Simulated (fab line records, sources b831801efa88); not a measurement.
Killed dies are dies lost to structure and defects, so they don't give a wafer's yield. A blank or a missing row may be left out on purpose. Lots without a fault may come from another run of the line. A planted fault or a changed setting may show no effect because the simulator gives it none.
Chamber matching | flow sky130 | SKY_LI_CONTACT_CMP_02 on cmp-01: 4 sister chambers
The step polishes PSG. 27 wafers are shown with their chamber, then 12 later ones without.

WAFERS WITH THEIR CHAMBER
wafer  | chamber | motor_current_A (A) | time_to_endpoint_s (s)
L077.1 | 1       | 13.1                | 27.3
L077.3 | 2       | 10.8                | 32.9
L077.6 | 1       | 12.6                | 31.3
L078.3 | 2       | 11.0                | 33.1
L078.4 | 1       | 12.4                | 34.7
L078.6 | 3       | 11.1                | 31.4
L078.1 | 0       | 11.1                | 35.0
L078.2 | 3       | 12.5                | 32.2
L078.5 | 2       | 10.4                | 33.9
L079.2 | 1       | 12.3                | 29.4
L079.5 | 1       | 13.1                | 27.7
L079.6 | 2       | 11.1                | 28.3
L079.1 | 3       | 11.4                | 28.9
L079.3 | 0       | 11.3                | 32.9
L079.4 | 2       | 10.3                | 31.8
L087.1 | 1       | 12.8                | 30.0
L087.2 | 2       | 10.7                | 36.1
L087.5 | 3       | 12.1                | 31.3
L089.2 | 2       | 10.8                | 32.7
L089.4 | 1       | 12.6                | 33.4
L089.5 | 3       | 12.4                | 32.7
L091.2 | 1       | 13.3                | 25.8
L091.3 | 2       | 11.1                | 32.1
L091.4 | 0       | 12.1                | 27.9
L093.1 | 0       | 11.5                | 29.6
L093.2 | 1       | 13.2                | 31.3
L093.4 | 2       | 10.9                | 32.4

SIGNATURES (means of the wafers above)
reading            | chamber 0 | chamber 1 | chamber 2 | chamber 3 | scatter within a chamber
motor_current_A    | 11.500    | 12.822    | 10.789    | 11.900    | 0.408
time_to_endpoint_s | 31.350    | 30.100    | 32.589    | 31.300    | 2.47
Rule: a wafer's distance from a chamber is the root of the sum, over the readings, of the square of ((its reading less the chamber's mean) divided by the reading's scatter). The wafer belongs to the nearest chamber; if the next one is less than 2 further off, it can't be placed. The scatter: the root of (the sum of the squares of (reading less its chamber's mean) over the shown wafers, divided by (wafers less chambers)).

WAFERS WITHOUT THEIR CHAMBER
wafer  | motor_current_A (A) | time_to_endpoint_s (s)
L095.3 | 12.0                | 31.6
L095.5 | 11.5                | 28.4
L095.6 | 10.8                | 33.9
L096.2 | 11.7                | 30.0
L096.4 | 13.3                | 29.5
L096.6 | 12.9                | 28.4
L096.1 | 10.9                | 33.0
L096.3 | 11.8                | 28.2
L096.5 | 10.1                | 31.3
L097.1 | 11.6                | 33.4
L097.3 | 10.2                | 32.4
L097.6 | 13.0                | 33.4

WHICH CHAMBER EACH WENT THROUGH
wafer  | from the rows above               | in truth
L095.3 | can't be placed: 3 or 0 or 1      | 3
L095.5 | can't be placed: 0 or 3 or 2      | 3
L095.6 | can't be placed: 2 or 0           | 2
L096.2 | can't be placed: 3 or 0 or 2      | 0
L096.4 | 1                                 | 1
L096.6 | 1                                 | 1
L096.1 | can't be placed: 2 or 0           | 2
L096.3 | can't be placed: 3 or 0 or 1 or 2 | 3
L096.5 | can't be placed: 2 or 0           | 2
L097.1 | can't be placed: 0 or 3 or 2      | 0
L097.3 | can't be placed: 2 or 0           | 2
L097.6 | can't be placed: 1 or 3           | 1
Placed correctly: 2 of 12. Can't be placed from these rows: 10 (the true chamber is among the candidates in 10). Placed wrongly: 0.
